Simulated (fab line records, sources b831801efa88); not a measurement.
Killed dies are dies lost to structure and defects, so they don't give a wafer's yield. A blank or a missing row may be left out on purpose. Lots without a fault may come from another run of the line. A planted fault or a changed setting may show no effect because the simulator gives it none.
fab line records | flow sky130
record lots=24 wafers=72 last_day=50
route steps=708 shown POLY_CUT@318 CONTACT@423 METAL3@564 VIA3@575 VIA4@652
lots that met no fault: from a run of the same line without faults
start_h: hours from the record's first day to the start of the lot's first wafer shown | wait_h: hours since the lot's step before | " the same as in the row above | L1.1+2: a row that stands for several wafers | - no value, or no start given | * or withheld: withheld | < > ~ a bound
route shown NAME@n: a module of which the file shows steps, and the number in the route of the first | usual: mean/standard deviation of fault-free wafers | same: alike in all rows | chamber/n: place in a boat | sites: the reading at each site | _std_site: their standard deviation | _edge_site: outer sites' mean less inner sites' | radius_mm: how far each site lies from the wafer's centre | mask NAME#n: copy n | behind: the tool/chamber that last shaped the wafer | hold: why the lot was held/for how many hours/how that ended | device: the transistor (n, p or np) that didn't switch | end of line: the same wafers' tests at the end of the route | a step without rows: its recipe alone | killed: dies lost to structure and defects at the first sort, not the wafer's yield | map: a wafer's dies, x killed, . not, _ none there
set.NAME: the setting as run; set.NAME@STEP: as run at that earlier step | model.NAME: the simulator's own value behind a step, which no gauge read
steps of the route over a sample of lots; a table a step, a row a wafer
services: from which hour (start_h, from the record's first day; less than 0 if before it) a tool's chamber was out of use, for how many hours, and why
## steps
# step SKY_POLY_CUT_ETCH_11
# recipe target=Si3N4 chemistry=CF4/CH2F2/Ar stop_on=poly-Si source_w=600 bias_w=150 pressure_mtorr=40 cf4_flow_sccm=40 ch2f2_flow_sccm=20 Ar_flow_sccm=150 time_s=42.5 target_depth_a=600
# usual drypump_motor_current_A=5.71/0.3 oes_product_au=0.829/0.0061 throttle_valve_pct=14.994/0.0087
# columns lot.wafer tool chamber start_h wait_h drypump_motor_current_A oes_product_au rf_hours_counter_h throttle_valve_pct
L074.4 rie_diel-03 2 553.08 0.0 5.17 0.826 19 14.990
L074.5 " 2 " " 5.19 0.820 - 14.996
L074.6 " 1 " " 5.36 0.829 - 15.001
L075.2 rie_diel-04 1 560.31 0.0 5.82 0.832 0 14.988
L075.5 " 2 " " 5.73 0.835 - 14.985
L075.6 " 3 " " 6.03 0.834 - 14.994
L076.1 rie_diel-04 2 568.83 0.0 5.74 0.826 9 15.005
L076.5 " 1 " " 5.82 0.836 - 14.976
L076.6 " 2 " " 5.74 0.829 - 14.978
L077.2 rie_diel-03 3 580.93 0.0 5.89 0.824 3 14.989
L077.4 " 1 " " 5.36 0.825 3 14.988
L077.5 " 3 " " 5.92 0.821 - 15.003
L078.1 rie_diel-03 3 587.68 0.0 5.89 0.827 4 14.989
L078.3 " 0 " " 5.43 0.819 11 14.994
L078.5 " 3 " " 5.89 0.833 - 14.982
L079.2 rie_diel-01 0 591.43 0.0 5.40 0.826 1 15.003
L079.3 " 1 " " 6.07 0.836 9 14.994
L079.4 " 2 " " 6.18 0.831 11 14.995
L080.1 rie_diel-04 2 599.08 0.0 5.74 0.836 10 14.993
L080.5 " 1 " " 5.82 0.827 - 14.993
L080.6 " 3 " " 6.01 0.832 - 14.990
L081.2 rie_diel-04 3 611.83 0.0 6.03 0.833 11 14.983
L081.4 " 1 " " 5.82 0.830 1 14.995
L081.6 " 2 " " 5.71 0.831 - 14.983
L083.2 rie_diel-01 2 629.28 0.0 6.16 0.830 12 14.991
L083.3 " 3 " " 5.42 0.824 49 15.005
L083.5 " 2 " " 6.16 0.824 - 14.997
L082.1 rie_diel-03 3 630.38 0.0 5.90 0.829 4 14.978
L082.5 " 2 " " 5.19 0.832 - 14.991
L082.6 " 3 " " 5.89 0.838 - 14.994
L084.2 rie_diel-04 3 640.68 0.0 6.02 0.815 12 14.989
L084.4 " 1 " " 5.81 0.821 2 14.996
L084.5 " 1 " " 5.82 0.824 - 15.000
L085.1 rie_diel-03 1 656.01 0.0 5.35 0.821 4 14.989
L085.3 " 2 " " 5.17 0.818 21 14.994
L085.6 " 0 " " 5.45 0.825 - 15.001
L086.2 rie_diel-03 2 658.88 0.0 5.18 0.843 21 15.006
L086.3 " 3 " " 5.89 0.829 5 14.988
L086.6 " 0 " " 5.40 0.825 - 14.992
L087.2 rie_diel-04 1 663.86 0.0 5.81 0.817 3 14.972
L087.3 " 2 " " 5.66 0.821 11 14.997
L087.4 " 0 " " 5.87 0.826 24 15.001
L088.1 rie_diel-04 1 666.93 0.0 5.81 0.837 3 14.985
L088.4 " 3 " " 6.03 0.832 13 14.979
L088.5 " 1 " " 5.81 0.833 - 15.003
L089.3 rie_diel-01 1 683.08 0.0 6.09 0.825 12 14.987
L089.4 " 0 " " 5.35 0.825 3 14.980
L089.5 " 2 " " 6.20 0.828 - 14.990
L090.1 rie_diel-04 0 688.01 0.0 5.88 0.810 24 14.997
L090.2 " 1 " " 5.84 0.812 3 14.984
L090.3 " 3 " " 6.02 0.829 13 14.986
L091.2 rie_diel-04 0 699.11 0.0 5.86 0.834 24 14.997
L091.4 " 2 " " 5.73 0.832 12 14.994
L091.5 " 1 " " 5.79 0.827 - 14.989
L092.3 rie_diel-04 3 706.33 0.0 6.01 0.826 13 14.996
L092.4 " 2 " " 5.76 0.822 12 14.979
L092.5 " 1 " " 5.83 0.833 - 15.000
L093.1 rie_diel-01 0 725.96 0.0 5.36 0.833 4 14.986
L093.2 " 1 " " 6.08 0.829 12 15.015
L093.5 " 3 " " 5.40 0.845 - 14.984
L094.3 rie_diel-03 1 727.93 0.0 5.34 0.827 5 14.986
L094.4 " 0 " " 5.40 0.829 14 15.013
L094.5 " 1 " " 5.36 0.828 - 15.011
L095.1 rie_diel-03 1 734.08 0.0 5.34 0.833 6 14.993
L095.2 " 2 " " 5.17 0.829 22 14.984
L095.4 " 3 " " 5.88 0.835 6 15.002
L096.4 rie_diel-04 3 737.68 0.0 6.00 0.837 14 15.003
L096.5 " 1 " " 5.82 0.835 - 14.990
L096.6 " 2 " " 5.76 0.832 - 14.991
L097.2 rie_diel-01 0 740.48 0.0 5.38 0.835 5 15.010
L097.3 " 1 " " 6.07 0.834 12 14.998
L097.5 " 0 " " 5.40 0.833 - 14.995
# step SKY_CONTACT_ETCH_17
# recipe target=SiO2 chemistry=C4F8/O2/Ar stop_on=Si3N4 mask_material=KrF-thick source_w=1500 bias_w=1200 pressure_mtorr=40 c4f8_flow_sccm=withheld O2_flow_sccm=6 Ar_flow_sccm=300 time_s=withheld target_depth_a=3400
# usual oes_product_au=0.891/0.0053
# columns lot.wafer tool chamber start_h wait_h oes_product_au
L074.4 rie_diel-02 0 731.69 0.0 0.885
L074.5 " 1 " " 0.887
L074.6 " 3 " " 0.887
L075.2 rie_diel-02 1 739.83 0.0 0.890
L075.5 " 3 " " 0.886
L075.6 " 0 " " 0.894
L076.1 rie_diel-04 2 746.96 0.0 0.903
L076.5 " 2 " " 0.897
L076.6 " 1 " " 0.889
L077.2 rie_diel-01 2 758.16 0.0 0.894
L077.4 " 1 " " 0.885
L077.5 " 1 " " 0.899
L078.1 rie_diel-01 3 764.46 0.0 0.890
L078.3 " 0 " " 0.898
L078.5 " 3 " " 0.892
L079.2 rie_diel-01 0 768.03 0.0 0.884
L079.3 " 1 " " 0.891
L079.4 " 3 " " 0.888
L080.1 rie_diel-04 2 774.33 0.0 0.891
L080.5 " 0 " " 0.892
L080.6 " 2 " " 0.888
L081.2 rie_diel-04 2 787.71 0.0 0.884
L081.4 " 1 " " 0.885
L081.6 " 2 " " 0.894
L083.2 rie_diel-04 1 803.23 0.0 0.890
L083.3 " 2 " " 0.888
L083.5 " 0 " " 0.890
L082.1 rie_diel-01 0 805.13 0.0 0.894
L082.5 " 2 " " 0.886
L082.6 " 3 " " 0.894
L084.2 rie_diel-01 0 814.53 0.0 0.886
L084.4 " 3 " " 0.893
L084.5 " 2 " " 0.885
L085.1 rie_diel-04 0 828.32 0.0 0.886
L085.3 " 1 " " 0.892
L085.6 " 0 " " 0.886
L086.2 rie_diel-02 1 834.58 0.0 0.891
L086.3 " 2 " " 0.889
L086.6 " 1 " " 0.902
L087.2 rie_diel-04 3 837.01 0.0 0.894
L087.3 " 2 " " 0.895
L087.4 " 1 " " 0.896
L088.1 rie_diel-02 0 839.51 0.0 0.894
L088.4 " 1 " " 0.899
L088.5 " 1 " " 0.891
L089.3 rie_diel-04 1 856.08 0.0 0.894
L089.4 " 3 " " 0.895
L089.5 " 1 " " 0.896
L090.1 rie_diel-01 3 857.81 0.0 0.892
L090.2 " 0 " " 0.899
L090.3 " 1 " " 0.901
L091.2 rie_diel-01 0 869.56 0.0 0.888
L091.4 " 2 " " 0.891
L091.5 " 2 " " 0.889
L092.3 rie_diel-04 0 876.86 0.0 0.888
L092.4 " 2 " " 0.890
L092.5 " 3 " " 0.890
L093.1 rie_diel-01 0 893.61 0.0 0.879
L093.2 " 1 " " 0.890
L093.5 " 1 " " 0.900
L094.3 rie_diel-01 2 895.81 0.0 0.888
L094.4 " 3 " " 0.897
L094.5 " 0 " " 0.883
L095.1 rie_diel-02 3 899.93 0.0 0.887
L095.2 " 1 " " 0.891
L095.4 " 0 " " 0.902
L096.4 rie_diel-02 3 903.86 0.0 0.887
L096.5 " 2 " " 0.891
L096.6 " 1 " " 0.890
L097.2 rie_diel-01 3 907.36 0.0 0.893
L097.3 " 2 " " 0.893
L097.5 " 3 " " 0.883
# step SKY_CONTACT_RS_MEAS_25
# recipe thk_meas_gauge=four-point-probe reads=W_of_CONTACT_CVD_24+TiN_of_CONTACT_SPUTTER_23
# usual CONTACT_W_RS=0.336/0.0034
# columns lot.wafer tool chamber start_h wait_h CONTACT_W_RS[ohm/sq]
L074.4 film_metro-04 - 732.58 0.1 0.336
L074.5 " - " " 0.331
L074.6 " - " " 0.332
L075.2 film_metro-03 - 740.71 0.1 0.332
L075.5 " - " " 0.338
L075.6 " - " " 0.333
L076.1 film_metro-03 - 747.82 0.1 0.342
L076.5 " - " " 0.334
L076.6 " - " " 0.337
L077.2 film_metro-03 - 759.04 0.1 0.339
L077.4 " - " " 0.332
L077.5 " - " " 0.332
L078.1 film_metro-04 - 765.31 0.1 0.335
L078.3 " - " " 0.339
L078.5 " - " " 0.332
L079.2 film_metro-04 - 768.91 0.1 0.342
L079.3 " - " " 0.342
L079.4 " - " " 0.340
L080.1 film_metro-03 - 775.19 0.1 0.336
L080.5 " - " " 0.333
L080.6 " - " " 0.330
L081.2 film_metro-01 - 788.59 0.1 0.333
L081.4 " - " " 0.337
L081.6 " - " " 0.333
L083.2 film_metro-03 - 804.15 0.1 0.337
L083.3 " - " " 0.337
L083.5 " - " " 0.337
L082.1 film_metro-01 - 806.14 0.2 0.332
L082.5 " - " " 0.336
L082.6 " - " " 0.336
L084.2 film_metro-04 - 815.41 0.1 0.338
L084.4 " - " " 0.335
L084.5 " - " " 0.337
L085.1 film_metro-03 - 829.18 0.1 0.336
L085.3 " - " " 0.338
L085.6 " - " " 0.338
L086.2 film_metro-04 - 835.46 0.1 0.332
L086.3 " - " " 0.339
L086.6 " - " " 0.336
L087.2 film_metro-04 - 838.00 0.2 0.341
L087.3 " - " " 0.337
L087.4 " - " " 0.338
L088.1 film_metro-03 - 840.36 0.1 0.338
L088.4 " - " " 0.338
L088.5 " - " " 0.340
L089.3 film_metro-04 - 857.47 0.1 0.335
L089.4 " - " " 0.335
L089.5 " - " " 0.341
L090.1 film_metro-03 - 858.73 0.1 0.338
L090.2 " - " " 0.335
L090.3 " - " " 0.336
L091.2 film_metro-01 - 870.47 0.1 0.335
L091.4 " - " " 0.336
L091.5 " - " " 0.339
L092.3 film_metro-03 - 877.76 0.1 0.330
L092.4 " - " " 0.328
L092.5 " - " " 0.326
L093.1 film_metro-04 - 894.59 0.2 0.342
L093.2 " - " " 0.339
L093.5 " - " " 0.344
L094.3 film_metro-03 - 896.74 0.1 0.336
L094.4 " - " " 0.332
L094.5 " - " " 0.332
L095.1 film_metro-03 - 900.79 0.1 0.335
L095.2 " - " " 0.340
L095.4 " - " " 0.334
L096.4 film_metro-04 - 904.78 0.1 0.336
L096.5 " - " " 0.337
L096.6 " - " " 0.335
L097.2 film_metro-03 - 908.35 0.1 0.336
L097.3 " - " " 0.340
L097.5 " - " " 0.336
# step SKY_METAL3_OVL_MEAS_14
# usual METAL3_OVL=-5/5.5
# columns lot.wafer tool chamber start_h wait_h METAL3_OVL[nm]
L074.4 overlay-01 - 901.52 0.1 -8
L074.5 " - " " -9
L074.6 " - " " -11
L075.2 overlay-01 - 910.39 0.1 -4
L075.5 " - " " -4
L075.6 " - " " -9
L076.1 overlay-01 - 915.74 0.1 -11
L076.5 " - " " 0
L076.6 " - " " -7
L077.2 overlay-02 - 924.44 0.1 0
L077.4 " - " " -7
L077.5 " - " " -11
L078.1 overlay-02 - 931.31 0.1 -7
L078.3 " - " " -7
L078.5 " - " " -11
L079.2 overlay-02 - 935.19 0.1 0
L079.3 " - " " 1
L079.4 " - " " -2
L080.1 overlay-01 - 939.79 0.1 -9
L080.5 " - " " -9
L080.6 " - " " -14
L081.2 overlay-01 - 951.86 0.1 3
L081.4 " - " " 3
L081.6 " - " " -6
L083.2 overlay-01 - 966.91 0.1 -2
L083.3 " - " " -13
L083.5 " - " " -6
L082.1 overlay-02 - 967.51 0.1 -5
L082.5 " - " " -9
L082.6 " - " " -10
L084.2 overlay-02 - 975.71 0.1 -8
L084.4 " - " " -16
L084.5 " - " " 2
L085.1 overlay-01 - 990.39 0.1 -1
L085.3 " - " " 1
L085.6 " - " " 3
L086.2 overlay-02 - 993.91 0.1 -3
L086.3 " - " " 0
L086.6 " - " " 0
L087.2 overlay-01 - 997.24 0.1 4
L087.3 " - " " 0
L087.4 " - " " 7
L088.1 overlay-02 - 999.14 0.1 -9
L088.4 " - " " -9
L088.5 " - " " -9
L089.3 overlay-02 - 1014.97 0.1 -8
L089.4 " - " " -5
L089.5 " - " " -6
L090.1 overlay-01 - 1015.49 0.1 0
L090.2 " - " " -6
L090.3 " - " " -4
L091.2 overlay-01 - 1025.66 0.1 -13
L091.4 " - " " -6
L091.5 " - " " -15
L092.3 overlay-01 - 1029.02 0.1 5
L092.4 " - " " 3
L092.5 " - " " 0
L093.1 overlay-01 - 1046.81 0.1 -11
L093.2 " - " " -8
L093.5 " - " " -8
L094.3 overlay-01 - 1047.27 0.1 -8
L094.4 " - " " -13
L094.5 " - " " -7
L095.1 overlay-02 - 1052.59 0.1 -3
L095.2 " - " " -1
L095.4 " - " " -2
L096.4 overlay-02 - 1053.62 0.1 6
L096.5 " - " " 2
L096.6 " - " " -2
L097.2 overlay-01 - 1056.11 0.1 -6
L097.3 " - " " -9
L097.5 " - " " -8
# step SKY_VIA3_CMP_02
# recipe material=SiO2 down_force_psi=4 platen_rpm=60 pad_velocity_m_s=0.94248
# usual motor_current_A=11.9/1.7 platen_rpm=60.00/0.04 retaining_ring_pressure_frac=1.001/0.0049
# columns lot.wafer tool chamber start_h wait_h motor_current_A platen_rpm retaining_ring_pressure_frac
L074.4 cmp-01 2 902.74 0.1 13.8 60.01 1.001
L074.5 " 1 " " 13.5 60.09 0.999
L074.6 " 2 " " 14.1 60.00 1.006
L075.2 cmp-01 0 911.67 0.1 9.9 59.97 1.002
L075.6 " 2 " " 13.5 59.97 0.995
L075.5 " 3 " " 10.8 60.02 1.010
L076.1 cmp-01 0 917.90 1.0 9.9 60.06 1.005
L076.5 " 2 " " 13.7 60.07 0.994
L076.6 " 3 " " 10.6 60.02 1.007
L077.4 cmp-02 1 925.67 0.1 11.6 60.00 1.001
L077.2 " 2 " " 14.4 59.99 1.003
L077.5 " 1 " " 12.2 59.88 1.007
L078.1 cmp-02 1 932.64 0.1 11.8 60.02 1.007
L078.3 " 3 " " 10.4 59.99 1.000
L078.5 " 0 " " 10.5 59.98 1.005
L079.2 cmp-02 1 936.40 0.0 12.3 60.05 1.004
L079.4 " 3 " " 10.8 60.01 1.001
L079.3 " 0 " " 10.5 60.05 0.997
L080.1 cmp-02 2 941.06 0.1 14.6 59.98 1.003
L080.6 " 1 " " 12.5 60.06 0.996
L080.5 " 2 " " 14.4 59.97 1.001
L081.2 cmp-01 1 953.21 0.2 13.7 59.92 1.017
L081.4 " 2 " " 14.2 60.04 1.002
L081.6 " 0 " " 10.0 59.95 1.005
L083.2 cmp-01 0 968.24 0.1 10.1 59.98 1.003
L083.3 " 1 " " 13.7 59.94 1.011
L083.5 " 3 " " 10.8 59.98 0.988
L082.1 cmp-02 2 969.19 0.2 14.3 59.87 0.998
L082.6 " 3 " " 10.4 59.98 1.001
L082.5 " 0 " " 10.5 59.99 0.990
L084.4 cmp-01 2 976.95 0.0 13.9 60.02 0.995
L084.2 " 3 " " 11.3 60.02 0.995
L084.5 " 2 " " 12.9 60.02 0.998
L085.3 cmp-01 3 991.75 0.1 10.6 60.03 1.001
L085.1 " 0 " " 9.7 59.98 1.007
L085.6 " 3 " " 10.9 60.03 1.003
L086.2 cmp-02 2 995.68 0.4 15.4 60.00 0.999
L086.3 " 0 " " 10.1 60.00 1.005
L086.6 " 2 " " 14.4 60.06 0.997
L087.2 cmp-02 2 999.39 0.3 14.4 60.02 0.996
L087.4 " 0 " " 10.3 60.01 0.999
L087.3 " 1 " " 12.9 59.94 0.991
L088.1 cmp-02 1 1000.63 0.1 11.9 59.99 1.001
L088.4 " 2 " " 14.4 59.98 0.994
L088.5 " 1 " " 12.2 60.01 1.004
L089.4 cmp-02 2 1016.49 0.0 14.4 59.98 1.009
L089.3 " 1 " " 11.3 60.03 1.002
L089.5 " 3 " " 11.0 60.01 1.007
L090.2 cmp-01 1 1016.71 0.1 13.1 59.92 1.003
L090.1 " 2 " " 13.3 59.97 1.002
L090.3 " 3 " " 10.8 59.95 0.999
L091.2 cmp-02 2 1026.94 0.1 14.5 60.00 1.004
L091.4 " 3 " " 10.9 60.01 0.996
L091.5 " 0 " " 9.9 59.97 1.000
L092.4 cmp-02 0 1030.23 0.0 10.3 60.03 1.006
L092.3 " 3 " " 10.8 59.99 1.004
L092.5 " 0 " " 10.7 59.97 1.009
L093.2 cmp-02 1 1048.39 0.2 12.7 60.02 1.003
L093.1 " 3 " " 10.6 59.96 0.997
L093.5 " 1 " " 12.2 60.01 1.002
L094.4 cmp-02 0 1048.69 0.3 9.7 60.01 1.009
L094.3 " 2 " " 14.4 60.02 1.011
L094.5 " 0 " " 10.0 59.96 0.998
L095.2 cmp-02 0 1053.89 0.0 10.4 59.96 1.003
L095.4 " 1 " " 11.4 60.04 1.001
L095.1 " 2 " " 14.4 59.93 1.000
L096.4 cmp-01 3 1054.83 0.1 11.3 59.98 1.008
L096.5 " 3 " " 10.5 60.01 1.003
L096.6 " 0 " " 9.6 60.02 1.004
L097.3 cmp-01 0 1057.35 0.0 10.0 60.02 1.002
L097.2 " 2 " " 13.9 59.99 1.000
L097.5 " 1 " " 13.8 60.05 1.002
# step SKY_VIA4_STRIP_13
# recipe chemistry=O2/N2 power_w=1400 pressure_mtorr=1500 platen_temp_c=withheld o2_flow_sccm=3000 n2_flow_sccm=300 overash_fraction=0.5
# usual drypump_motor_current_A=5.9/0.32 n2_flow_sccm=299.9/0.92 o2_flow_sccm=3000/9.1 oes_product_au=0.710/0.0043 strip_time_to_endpoint_s=12.79/0.032
# columns lot.wafer tool chamber start_h wait_h drypump_motor_current_A n2_flow_sccm o2_flow_sccm oes_product_au rf_hours_counter_h strip_time_to_endpoint_s
L074.4 plasma_asher-01 1 1004.06 - 6.5 301.0 3011 0.710 - 12.83
L074.5 " 1 " " 6.5 300.5 2996 0.707 - 12.83
L074.6 " 0 " " 6.2 299.6 2985 0.715 - 12.81
L075.2 plasma_asher-02 0 1011.45 - 5.6 299.5 3009 0.707 27 12.83
L075.5 " 1 " " 6.0 300.0 2991 0.704 - 12.77
L075.6 " 0 " " 5.6 299.0 2989 0.712 - 12.80
L076.1 plasma_asher-02 1 1017.80 - 6.0 299.6 3004 0.711 28 12.80
L076.5 " 0 " " 5.6 300.5 2996 0.709 - 12.77
L076.6 " 1 " " 6.0 300.1 2992 0.710 - 12.81
L077.2 plasma_asher-03 1 1025.30 - 5.9 299.1 2996 0.707 123 12.83
L077.4 " 1 " " 5.9 299.6 3009 0.709 - 12.81
L077.5 " 1 " " 5.9 299.4 2996 0.707 - 12.79
L078.1 plasma_asher-01 1 1031.13 - 6.5 300.1 3019 0.711 90 12.77
L078.3 " 0 " " 6.3 300.5 2984 0.705 - 12.80
L078.5 " 1 " " 6.5 301.6 3001 0.705 - 12.80
L079.2 plasma_asher-02 1 1034.45 - 6.0 300.4 2995 0.710 29 12.77
L079.3 " 1 " " 6.0 300.3 2987 0.698 - 12.75
L079.4 " 0 " " 5.6 299.8 3004 0.709 - 12.82
L080.1 plasma_asher-03 0 1037.60 - 5.5 301.1 3009 0.708 125 12.81
L080.5 " 0 " " 5.5 300.0 2983 0.710 - 12.79
L080.6 " 1 " " 5.9 297.1 2998 0.711 - 12.78
L081.2 plasma_asher-01 0 1050.65 - 6.2 300.5 2994 0.705 91 12.83
L081.4 " 0 " " 6.2 298.8 2990 0.707 - 12.78
L081.6 " 0 " " 6.3 301.3 2996 0.706 - 12.78
L082.1 plasma_asher-02 0 1064.25 - 5.6 298.8 3013 0.710 33 12.80
L082.5 " 1 " " 6.0 299.1 2998 0.707 - 12.79
L082.6 " 0 " " 5.6 300.1 3008 0.715 - 12.80
L083.2 plasma_asher-01 0 1064.60 - 6.2 298.8 3019 0.711 93 12.79
L083.3 " 1 " " 6.5 299.2 2994 0.715 - 12.82
L083.5 " 0 " " 6.3 300.5 3001 0.713 - 12.79
L084.2 plasma_asher-02 0 1071.38 - 5.6 300.3 3003 0.716 33 12.80
L084.4 " 0 " " 5.7 300.2 2999 0.709 - 12.82
L084.5 " 1 " " 6.0 301.3 3005 0.709 - 12.76
L085.1 plasma_asher-03 0 1084.60 - 5.5 300.2 2999 0.711 2 12.84
L085.3 " 1 " " 5.9 301.0 2997 0.705 - 12.76
L085.6 " 0 " " 5.5 301.8 2998 0.705 - 12.79
L086.2 plasma_asher-03 1 1087.03 - 5.9 298.9 3006 0.722 2 12.78
L086.3 " 1 " " 5.9 299.0 2996 0.709 - 12.79
L086.6 " 1 " " 5.9 299.7 3008 0.710 - 12.83
L087.2 plasma_asher-02 1 1090.90 - 6.0 299.8 2999 0.704 35 12.85
L087.3 " 1 " " 6.0 299.3 3003 0.709 - 12.79
L087.4 " 0 " " 5.6 300.0 3000 0.712 - 12.81
L088.1 plasma_asher-02 0 1091.18 - 5.6 298.6 3000 0.715 35 12.69
L088.4 " 0 " " 5.6 297.9 3001 0.710 - 12.70
L088.5 " 1 " " 6.0 299.8 3013 0.711 - 12.80
L089.3 plasma_asher-03 1 1106.51 - 5.9 299.1 2998 0.713 - 12.74
L089.4 " 0 " " 5.5 299.2 2986 0.716 - 12.70
L089.5 " 0 " " 5.5 300.9 2997 0.708 - 12.77
L090.1 plasma_asher-01 0 1106.78 - 6.3 299.5 3009 0.708 97 12.77
L090.2 " 1 " " 6.5 300.9 3000 0.709 97 12.83
L090.3 " 1 " " 6.5 301.6 2992 0.707 - 12.77
L091.2 plasma_asher-02 1 1117.85 - 6.0 300.5 3018 0.706 38 12.77
L091.4 " 1 " " 6.0 299.9 3011 0.703 - 12.81
L091.5 " 0 " " 5.7 297.8 2990 0.714 - 12.79
L092.3 plasma_asher-03 0 1118.81 - 5.5 298.8 3017 0.713 - 12.82
L092.4 " 1 " " 5.9 299.4 2982 0.708 - 12.81
L092.5 " 1 " " 5.9 299.4 2989 0.707 - 12.82
L093.1 plasma_asher-01 1 1134.70 - 6.5 299.5 2994 0.709 100 12.81
L093.2 " 0 " " 6.3 299.4 2997 0.707 100 12.81
L093.5 " 1 " " 6.5 299.5 2998 0.718 - 12.84
L094.3 plasma_asher-03 0 1135.01 - 5.5 300.1 2991 0.709 - 12.80
L094.4 " 1 " " 5.9 299.9 3019 0.720 - 12.77
L094.5 " 1 " " 5.9 301.2 3028 0.715 - 12.78
L095.1 plasma_asher-03 0 1138.20 - 5.5 298.9 3002 0.710 7 12.83
L095.2 " 1 " " 5.9 300.1 2988 0.719 7 12.80
L095.4 " 0 " " 5.5 298.8 2994 0.707 - 12.77
L096.4 plasma_asher-02 0 1140.03 - 5.6 300.8 3010 0.709 - 12.80
L096.5 " 0 " " 5.6 300.9 3004 0.712 - 12.80
L096.6 " 1 " " 6.0 299.6 3005 0.708 - 12.77
L097.2 plasma_asher-02 1 1141.93 - 6.0 301.3 2991 0.709 40 12.80
L097.3 " 1 " " 6.0 301.7 3005 0.710 - 12.76
L097.5 " 1 " " 6.0 301.0 3001 0.707 - 12.79
## services
# columns tool chamber start_h hours kind
rie_diel-04 - 529.73 0.8 repair
rie_diel-01 0 540.52 2.8 repair
rie_diel-01 1 542.40 7.9 repair
rie_diel-01 - 580.57 0.3 repair
rie_diel-04 0 596.90 5.9 repair
rie_diel-04 2 619.76 8.8 repair
rie_diel-01 0 655.32 6.9 repair
rie_diel-04 2 681.56 11.1 repair
rie_diel-01 1 689.30 36.2 repair
rie_diel-01 0 690.45 7.3 repair
rie_diel-04 3 692.08 4.6 repair
rie_diel-01 2 711.68 1.6 repair
rie_diel-01 - 714.83 0.4 repair
rie_diel-01 - 752.74 2.8 pm
rie_diel-04 1 760.56 15.0 repair
rie_diel-04 1 777.29 9.5 repair
rie_diel-01 - 781.69 6.2 repair
rie_diel-01 3 800.19 2.0 repair
rie_diel-04 0 806.22 2.4 repair
rie_diel-04 3 877.54 2.0 repair
rie_diel-01 0 957.21 16.2 repair
rie_diel-01 1 966.90 7.1 repair
rie_diel-04 2 1086.91 66.1 repair
rie_diel-04 0 1117.96 13.4 repair
## key
fault none
